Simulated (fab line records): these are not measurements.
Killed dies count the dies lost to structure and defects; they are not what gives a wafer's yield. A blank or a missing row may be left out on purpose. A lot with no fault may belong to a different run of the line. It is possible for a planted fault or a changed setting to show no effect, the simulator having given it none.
Problem report, 8D (eight disciplines) form, completed by code | flow gf180mcu | the parts of the form that need people (team, actions taken, sign-off) are left out

## 1. WHAT WENT WRONG
strip-time-to-endpoint-s at GF_HV_LDD_STRIP_37 reads a mean of 12.39 s on 3 wafers of 3 lots; wafers without a fault read 12.64 s with a standard deviation of 0.036. Measured from the usual mean, that is -6.9 standard deviations.
The step: strips in O2/N2.
Earliest sighting: wafer L689.6 on plasma-asher-01 at day 18 03:22. The record holds 42 wafers of 15 lots with a number at this step. Rule for "out" (also "out of limits"): further than 4 standard deviations from the usual mean. The other wafers with a number count as sound.

## 2. WHAT THIS IS AND IS NOT
question                    | is                               | is not
which readings at this step | strip-time-to-endpoint-s         | drypump-motor-current-A, heater-power-w, oes-product-au
which lots                  | L689, L690, L691                 | L669, L670, L671, L672, L674, L676, L678, L679, L680, L681, L683, L692
which wafers of those lots  | L689.6, L690.6, L691.3           | L689.5, L690.5, L691.4
read on which tools         | plasma-asher-01, plasma-asher-02 | plasma-asher-03
when                        | from day 18 03:22                | up to then (34 sound wafers); but 5 sound wafers of L690, L691, L692 came after

## 3. WHAT RULES OUT EACH SUSPECT
Counting: any tool at a process step up to the reading remains a suspect provided it ran every lot that is out. Sound lots after the first of them don't rule it out here, since some wafers of a struck lot are sound.
- litho-track-03 at GF_HV_LDD_COAT_26 (resist thk 1000 nm): kept. Every lot that is out went through it, the first being L689 (day 17 14:45); the last sound lot it ran before that was L680 (day 14 19:54).
Remaining after the count: litho-track-03 at GF_HV_LDD_COAT_26.

## 4. THE CAUSE (what the simulator had put in)
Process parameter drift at GF_HV_LDD_COAT_26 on litho-track-03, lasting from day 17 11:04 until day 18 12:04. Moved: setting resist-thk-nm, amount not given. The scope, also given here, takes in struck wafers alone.
This tool alone remained once counting was done.

## 5. THE CHAIN OF EFFECTS, in route order
Each row: a reading where the mean over the struck wafers with a number is more than 3 standard deviations away from the usual. Only readings for which the record gives a usual standard deviation are gone through. hours: the time from each lot's start at the first step in this table that gives one to its start at this step, as a median over the lots. sigmas: the change in usual standard deviations.
hours | step               | reading                  | usual   | on struck wafers | change | sigmas
0     | GF_HV_LDD_STRIP_37 | strip-time-to-endpoint-s | 12.64 s | 12.39            | -0.25  | -6.9
Process steps it contains:
- GF_HV_LDD_STRIP_37: strips in O2/N2.
Later measuring or inspecting steps at which every struck wafer that the step has a row for has a number for every such reading, and none has moved that far: GF_HV_LDD_THK_MEAS_55.

## 6. HOW IT WOULD HAVE BEEN CAUGHT EARLIER
In this record the first reading out of limits was taken at day 18 03:22, 16 hours after the fault began at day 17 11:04.
Of the lots that are out (3), L691 began GF_HV_LDD_COAT_26 on litho-track-03 after day 18 03:22. A hold on the tool at that time would have spared it.
